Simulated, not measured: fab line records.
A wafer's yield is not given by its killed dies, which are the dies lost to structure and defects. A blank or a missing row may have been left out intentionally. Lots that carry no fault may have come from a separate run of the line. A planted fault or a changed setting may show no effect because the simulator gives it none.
Chamber matching / flow gf180mcu / cmp-01 running GF_V2_CMP_26: 4 sister chambers
The step polishes, stops on SiO2, t overpolish 15 s, target thk 0 nm. 4 wafers are shown with their chamber, then 10 later ones without.

== EACH WAFER AND ITS CHAMBER ==
wafer=L742.1; chamber=1; motor current A (A)=10.9
wafer=L744.5; chamber=2; motor current A (A)=12.5
wafer=L745.1; chamber=3; motor current A (A)=9.9
wafer=L745.3; chamber=0; motor current A (A)=10.1

== WAFERS WITH NO CHAMBER GIVEN ==
wafer=L745.4; motor current A (A)=12.3
wafer=L746.1; motor current A (A)=10.3
wafer=L746.3; motor current A (A)=10.9
wafer=L746.4; motor current A (A)=10.7
wafer=L748.4; motor current A (A)=10.7
wafer=L748.5; motor current A (A)=11.7
wafer=L748.6; motor current A (A)=11.7
wafer=L753.1; motor current A (A)=10.5
wafer=L753.2; motor current A (A)=10.0
wafer=L753.3; motor current A (A)=12.3

== WHICH CHAMBER EACH ONE RAN IN ==
wafer=L745.4; from the rows above=2; in truth=2
wafer=L746.1; from the rows above=can't be placed: 0 or 3 or 1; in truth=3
wafer=L746.3; from the rows above=can't be placed: 1 or 0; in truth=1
wafer=L746.4; from the rows above=can't be placed: 1 or 0 or 3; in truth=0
wafer=L748.4; from the rows above=can't be placed: 1 or 0 or 3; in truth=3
wafer=L748.5; from the rows above=can't be placed: 1 or 2 or 0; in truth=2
wafer=L748.6; from the rows above=can't be placed: 1 or 2 or 0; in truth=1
wafer=L753.1; from the rows above=can't be placed: 0 or 1 or 3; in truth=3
wafer=L753.2; from the rows above=can't be placed: 0 or 3 or 1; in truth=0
wafer=L753.3; from the rows above=2; in truth=2
2 of 10 placed correctly. Not placeable from these rows: 8 (in 8, the candidates include the true chamber). 0 placed wrongly.
How it was worked out, from the rows above alone: a wafer's distance from a chamber is the root of the sum, over the readings, of the square of ((its reading less the chamber's mean) divided by the reading's scatter). The wafer belongs to the nearest chamber; if the next one is less than 2 further off, it can't be placed. Each chamber's mean is taken over the wafers shown for it. The scatter: root of mean squared gap, hidden wafer to nearest shown wafer, with one shown wafer a chamber.
